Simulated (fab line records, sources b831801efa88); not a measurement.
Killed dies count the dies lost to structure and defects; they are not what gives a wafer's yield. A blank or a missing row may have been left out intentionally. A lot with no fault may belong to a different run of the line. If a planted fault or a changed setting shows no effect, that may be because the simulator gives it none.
2 desks looking at one fault + flow gf180mcu + every desk sees just its own numbers, and what lay behind them comes last

## THE METROLOGY DESK
What the gauges read, lot by lot, whatever tool the lot ran on: means of the sampled wafers that have a number. A lot is out of limits, marked OUT, if its mean lies more than 4 standard deviations from the usual mean; the brackets give that distance.
Columns: A = SALICIDE_TIN_RS at GF_SALICIDE_RS_MEAS_04, usual 16.3 ohm/sq; B = M1_ALCU_RS at GF_M1_RS_MEAS_05, usual 0.0693 ohm/sq
| lot  | first seen here | A    | B      |
|------|-----------------|------|--------|
| L773 | day 15 06:58    | 16.2 | 0.0687 |
| L774 | day 15 12:20    | 16.1 | 0.0693 |
| L776 | day 16 06:13    | 16.3 | 0.0683 |
| L777 | day 16 16:27    | 16.5 | 0.0708 |
| L781 | day 18 03:15    | 16.4 | 0.0702 |
| L784 | day 19 00:40    | 16.0 | 0.0671 |
| L785 | day 19 11:10    | 16.6 | 0.0704 |
| L788 | day 20 13:13    | 16.8 | 0.0688 |
| L789 | day 21 03:40    | 15.6 | 0.0704 |
| L791 | day 21 14:26    | 16.2 | 0.0695 |
| L794 | day 22 15:35    | 16.5 | 0.0685 |
| L795 | day 22 22:06    | 16.4 | 0.0685 |
| L796 | day 23 04:47    | 16.9 | 0.0682 |
This desk's finding: nothing out of limits on any of the 13 lots.

## THE TOOL OWNER'S DESK: implanter-04
The tool's own readings at GF_HV_LDD_IMPLANT_21: means of the sampled wafers that have a number, for each lot that ran on this tool. A lot is out of limits, marked OUT, if its mean lies more than 4 standard deviations from the usual mean; the brackets give that distance.
Columns: A = beam-energy-keV at GF_HV_LDD_IMPLANT_21, usual 24.998; B = dose-ions-cm2 at GF_HV_LDD_IMPLANT_21, usual 4.998e+13; C = tilt-deg at GF_HV_LDD_IMPLANT_21, usual 6.999 degrees
| lot  | first seen here | A                | B         | C     |
|------|-----------------|------------------|-----------|-------|
| L776 | day 11 17:40    | 24.990           | 4.990e+13 | 6.998 |
| L784 | day 14 03:16    | 25.807 (+96) OUT | 4.996e+13 | 6.993 |
| L785 | day 14 11:11    | 25.800 (+95) OUT | 4.997e+13 | 6.996 |
| L795 | day 17 17:29    | 24.996           | 5.000e+13 | 6.979 |
This desk's verdict: out of limits on L784, L785, starting with L784 at day 14 03:16 (beam-energy-keV at GF_HV_LDD_IMPLANT_21). L776, L795: within limits.

## BROUGHT TOGETHER
At day 14 03:16, on L784, L785, the tool owner's desk was in a position to raise an alarm.
Nothing out of limits was seen by the metrology desk.
The metrology desk has L784, L785 on record, within its limits.
Every lot named ran GF_HV_LDD_IMPLANT_21 on implanter-04.

## WHAT HAD BEEN PUT IN BY THE SIMULATOR
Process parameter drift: implanter-04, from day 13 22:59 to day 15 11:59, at GF_HV_LDD_IMPLANT_21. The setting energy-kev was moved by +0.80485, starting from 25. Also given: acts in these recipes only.
Lots struck among those shown: L784, L785.
How many hours passed from the start of the fault until each desk's first out-of-limits reading: the tool owner's desk, 4.
